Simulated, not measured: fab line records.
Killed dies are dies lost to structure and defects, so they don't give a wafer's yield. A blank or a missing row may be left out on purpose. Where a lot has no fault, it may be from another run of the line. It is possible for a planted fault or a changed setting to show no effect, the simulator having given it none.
What tool caused it? | flow sky130 | 13 lots, 39 wafers sampled, at 4 steps of a route of 708

## WHAT EACH GAUGE READ, for each wafer
SKY_VIA4_OVL_MEAS_11.
lot  | measured     | on         | VIA4_OVL (nm)
L879 | day 43 04:00 | overlay-01 | 1.8 1.9 2.4
L880 | day 43 05:54 | overlay-01 | 3.2 2.7 3.6
L881 | day 43 10:01 | overlay-02 | 0.1 1.5 -0.4
L882 | day 43 21:33 | overlay-02 | 1.5 -0.6 1.1
L884 | day 44 11:42 | overlay-02 | 2.5 1.0 0.2
L885 | day 44 12:00 | overlay-02 | 1.9 0.6 3.4
L886 | day 44 21:22 | overlay-02 | -0.8 0.0 -2.0
L888 | day 45 11:13 | overlay-02 | 0.4 1.3 -1.0
L889 | day 45 17:58 | overlay-02 | 3.2 1.1 0.8
L890 | day 45 21:27 | overlay-02 | 0.1 -0.9 1.5
L891 | day 46 02:57 | overlay-01 | -1.0 -1.6 0.0
L901 | day 48 15:02 | overlay-01 | 1.3 0.0 0.4
L902 | day 48 19:55 | overlay-01 | -1.2 0.9 0.7

SKY_METAL5_THK_MEAS_06: measures by xrf.
lot  | measured     | on           | METAL5_ALCU_THK (nm)
L879 | day 43 05:41 | filmMetro-04 | 1122 1113 1113
L880 | day 43 07:35 | filmMetro-04 | 1123 1121 1120
L881 | day 43 11:42 | filmMetro-01 | 1124 1122 1118
L882 | day 43 23:20 | filmMetro-04 | 1090 1107 1112
L884 | day 44 13:23 | filmMetro-03 | 1096 1123 1114
L885 | day 44 13:41 | filmMetro-03 | 1113 1135 1117
L886 | day 44 23:04 | filmMetro-04 | 1113 1134 1121
L888 | day 45 12:55 | filmMetro-04 | 1138 1125 1145
L889 | day 45 19:41 | filmMetro-01 | 1103 1124 1104
L890 | day 45 23:10 | filmMetro-04 | 1126 1122 1133
L891 | day 46 04:55 | filmMetro-04 | 1148 1158 1123
L901 | day 48 16:52 | filmMetro-03 | 1136 1132 1129
L902 | day 48 21:36 | filmMetro-03 | 1129 1108 1122

SKY_PAD_OPEN_BOW_MEAS_13.
lot  | measured     | on           | PAD_OPEN_BOW (um)
L879 | day 46 04:26 | filmMetro-02 | 47 54 58
L880 | day 46 05:40 | filmMetro-03 | 69 51 63
L881 | day 46 08:35 | filmMetro-02 | 48 59 51
L882 | day 46 20:26 | filmMetro-03 | 48 34 45
L884 | day 47 07:17 | filmMetro-03 | 54 56 39
L885 | day 47 07:52 | filmMetro-02 | 41 40 37
L886 | day 47 17:38 | filmMetro-03 | 46 53 58
L888 | day 48 04:17 | filmMetro-03 | 54 42 60
L889 | day 48 11:43 | filmMetro-04 | 32 52 41
L890 | day 48 14:15 | filmMetro-02 | 52 52 34
L891 | day 48 18:42 | filmMetro-02 | 53 36 56
L901 | day 51 00:52 | filmMetro-04 | 50 45 48
L902 | day 51 03:37 | filmMetro-02 | 42 26 41

## WHAT TOOL EACH LOT RAN ON (gives the tool, then ch and the chambers of the sampled wafers, and finally the start)
lot  | SKY_METAL2_STRIP_20
L879 | plasmaAsher-04 ch 0,1, day 35 14:03
L880 | plasmaAsher-04 ch 0,1, day 35 15:18
L881 | plasmaAsher-02 ch 0,1, day 35 21:21
L882 | plasmaAsher-04 ch 0,1, day 36 07:53
L884 | plasmaAsher-04 ch 0,1, day 37 00:08
L885 | plasmaAsher-03 ch 0,1, day 37 00:29
L886 | plasmaAsher-04 ch 0,1, day 37 10:14
L888 | plasmaAsher-02 ch 0,1, day 38 02:50
L889 | plasmaAsher-02 ch 0,1, day 38 08:53
L890 | plasmaAsher-02 ch 0,1, day 38 13:42
L891 | plasmaAsher-02 ch 0,1, day 38 19:48
L901 | plasmaAsher-04 ch 0,1, day 41 23:38
L902 | plasmaAsher-04 ch 0,1, day 42 07:12
- SKY_METAL2_STRIP_20: strips in O2/N2.

## AS READ BY THE TOOLS THEMSELVES (means over the sampled wafers that have a number; for cases with no such wafer, the mark the record gives instead)
SKY_METAL2_STRIP_20.
lot  | tool           | drypumpMotorCurrentA (A) | oesProductAu (a.u.) | stripTimeToEndpointS (s)
L879 | plasmaAsher-04 | 5.8                      | 0.342               | 2.74
L880 | plasmaAsher-04 | 5.6                      | 0.343               | 2.67
L881 | plasmaAsher-02 | 6.5                      | 0.341               | 2.68
L882 | plasmaAsher-04 | 5.8                      | 0.344               | 2.71
L884 | plasmaAsher-04 | 5.6                      | 0.341               | 2.73
L885 | plasmaAsher-03 | 5.7                      | 0.345               | 2.78
L886 | plasmaAsher-04 | 5.6                      | 0.346               | 2.74
L888 | plasmaAsher-02 | 6.4                      | 0.340               | 2.64
L889 | plasmaAsher-02 | 6.1                      | 0.345               | 2.72
L890 | plasmaAsher-02 | 6.1                      | 0.343               | 2.69
L891 | plasmaAsher-02 | 6.1                      | 0.344               | 2.69
L901 | plasmaAsher-04 | 5.7                      | 0.340               | 2.68
L902 | plasmaAsher-04 | 5.6                      | 0.343               | 2.68

## THE ANSWER, worked out from the rows above alone
Rule: usual is defined by the lots themselves. The widest of any qualifying gaps counts: lots, ordered by their means at a reading, are off when they make up no more than a third of the lots, leave a main group of 4 or more, and stand apart from it by 3 or more times the standard deviation of that group's means. If all means in a main group match to the digits the tables above print for the reading, that group is not used. Also off: a lot with no number at a reading for which 4 or more lots have one. Where the step has rows for the other lots, those lots are counted as sound. Order of review: gauges by route order, followed by the tools' own readings, for which a lot's mean as printed above is used. The first step at which some lot is off is used, and at that step the reading that is off furthest; a lot without a number counts as furthest.
No lot is off at any reading shown: from this, nothing can be told.

## WHAT THE SIMULATOR HAD INSERTED
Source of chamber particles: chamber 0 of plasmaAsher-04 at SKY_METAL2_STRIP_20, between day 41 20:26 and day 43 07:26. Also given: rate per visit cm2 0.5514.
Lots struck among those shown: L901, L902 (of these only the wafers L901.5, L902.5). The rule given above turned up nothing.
